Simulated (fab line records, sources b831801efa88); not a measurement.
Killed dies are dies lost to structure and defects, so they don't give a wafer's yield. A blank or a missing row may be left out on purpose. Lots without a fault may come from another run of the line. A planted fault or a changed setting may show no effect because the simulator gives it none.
Problem report in the 8D (eight disciplines) form, filled by code | flow sky130 | the parts of the form that need people (team, actions taken, sign-off) are left out

1. THE PROBLEM
killed_at_other at SKY_PAD_OPEN_PROBE_99 reads a mean of 24.5 on 6 wafers of 2 lots; wafers without a fault read 0.2 with a standard deviation of 0.48. That is +51 standard deviations from the usual mean.
First seen on wafer L794.1, day 47 19:55, on prober-02. The record holds 36 wafers of 12 lots with a number at this step. Rule for "out", or "out of limits": more than 4 standard deviations from the usual mean. The other wafers with a number count as sound.

2. WHAT IT IS AND WHAT IT IS NOT
question                    | is                     | is not
which readings at this step | killed_at_other        | killed_at_M0_to_M3, killed_at_M4_up, killed_at_contacts, killed_at_front_end, killed_open, killed_short
which lots                  | L794, L798             | L787, L788, L790, L799, L804, L805, L807, L808, L809, L810
which wafers of those lots  | all that have a number | -
read on which tools         | prober-02              | prober-01
when                        | from day 47 19:55      | up to then (9 sound wafers); but 21 sound wafers of L799, L804, L805, L807, L808, L809, L810 came after

3. SUSPECTS, AND WHAT RULES EACH OUT
Counting: a tool at a process step up to the reading stays a suspect if it ran every lot that is out and no sound lot after the first of them.
- plasma_asher-03 at SKY_PASSIVATION_STRIP_12 (strips in O2/N2): kept. It ran every lot that is out, first L794 (day 46 21:06), and no sound lot after that; its last sound lot up to then is L790 (day 45 23:13).
- prober-02 at SKY_PAD_OPEN_PROBE_99: ruled out as a lasting fault. Sound lots L804, L807, L810 ran on it after its first lot that is out, L794 (day 47 19:55).
Left after counting: plasma_asher-03 at SKY_PASSIVATION_STRIP_12.

4. THE CAUSE (what the simulator had put in)
Chamber particle source: plasma_asher-03, from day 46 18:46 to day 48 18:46, at SKY_PASSIVATION_STRIP_12. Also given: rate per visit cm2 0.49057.
Counting left only this tool.

5. THE CHAIN OF EFFECTS, in route order
Each row: a reading whose mean over the struck wafers that have a number lies more than 3 standard deviations from the usual. Only readings for which the record gives a usual standard deviation are gone through. hours: the time from each lot's start at the first step in this table that gives one to its start at this step, as a median over the lots. sigmas: the change in usual standard deviations.
hours | step                  | reading         | usual | on struck wafers | change | sigmas
0     | SKY_PAD_OPEN_PROBE_99 | killed_at_other | 0.2   | 24.5             | +24.3  | +51
The process steps in it:
- SKY_PAD_OPEN_PROBE_99

6. WHAT WOULD HAVE CAUGHT IT SOONER
In this record the first reading out of limits was taken at day 47 19:55, 25 hours after the fault began at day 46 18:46.
Of the tool readings at SKY_PASSIVATION_STRIP_12 for which the record gives a usual standard deviation, none was out on any struck wafer, so an alarm limit of 4 standard deviations on them would not have fired.
Of the lots that are out (2), L798 began SKY_PASSIVATION_STRIP_12 on plasma_asher-03 after day 47 19:55. A hold on the tool at that time would have spared it.
